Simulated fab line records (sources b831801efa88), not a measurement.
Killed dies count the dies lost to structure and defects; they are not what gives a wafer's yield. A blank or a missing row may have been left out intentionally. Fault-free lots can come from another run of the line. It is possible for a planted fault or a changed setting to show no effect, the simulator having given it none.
Chamber matching -- flow sky130 -- SKY_FIELD_ISO_ETCH_15 on rie diel-03 has 4 sister chambers
The step etches the open film in CHF3/O2, stops on Si, target depth 180 nm, time 72 s. 14 wafers are shown with their chamber, then 6 later ones without.

WAFERS PAIRED WITH THEIR CHAMBERS
wafer,chamber,drypump motor current A (A),chf3 flow sccm (sccm),oes product au (a.u.)
L861.3,2,5.0,49.98,0.964
L861.4,3,6.2,50.11,0.964
L861.5,0,5.6,50.02,0.959
L862.1,2,5.0,49.91,0.960
L862.3,1,5.9,50.01,0.966
L862.6,2,5.0,50.00,0.952
L864.1,3,6.3,49.82,0.941
L864.2,1,5.9,50.21,0.938
L864.3,0,5.7,50.11,0.942
L865.1,2,5.0,50.11,0.955
L865.3,3,6.2,49.96,0.930
L865.6,0,5.6,50.20,0.948
L871.1,1,6.0,50.08,0.947
L871.2,2,5.0,49.99,0.945

SIGNATURES (means of the wafers above)
reading,chamber 0,chamber 1,chamber 2,chamber 3,scatter within a chamber
drypump motor current A,5.633,5.933,5.000,6.233,0.0447
chf3 flow sccm,50.1100,50.1000,49.9980,49.9633,0.0998
oes product au,0.94967,0.95033,0.95520,0.94500,0.0117
Rule: for a wafer and a chamber, the distance is found by dividing, reading by reading, the gap between the wafer's reading and the chamber's mean by the reading's scatter, squaring, summing and taking the root. If the next closest chamber is less than 2 further off than the closest, the wafer can't be placed; otherwise it belongs to the closest. The scatter: take each reading less its chamber's mean, square it, sum over the shown wafers, divide by the number of wafers less the number of chambers, and take the root.

WAFERS WITH NO CHAMBER GIVEN
wafer,drypump motor current A (A),chf3 flow sccm (sccm),oes product au (a.u.)
L876.1,5.0,49.91,0.962
L876.2,6.2,49.93,0.953
L876.4,5.9,50.06,0.956
L880.2,5.0,49.63,0.949
L880.3,6.3,49.84,0.948
L880.6,6.3,49.96,0.947

EACH ONE'S CHAMBER
wafer,from the rows above,in truth
L876.1,2,2
L876.2,3,3
L876.4,1,1
L880.2,2,2
L880.3,3,3
L880.6,3,3
Correct placement for 6 of the 6. Number that these rows cannot place: 0. 0 placed wrongly.
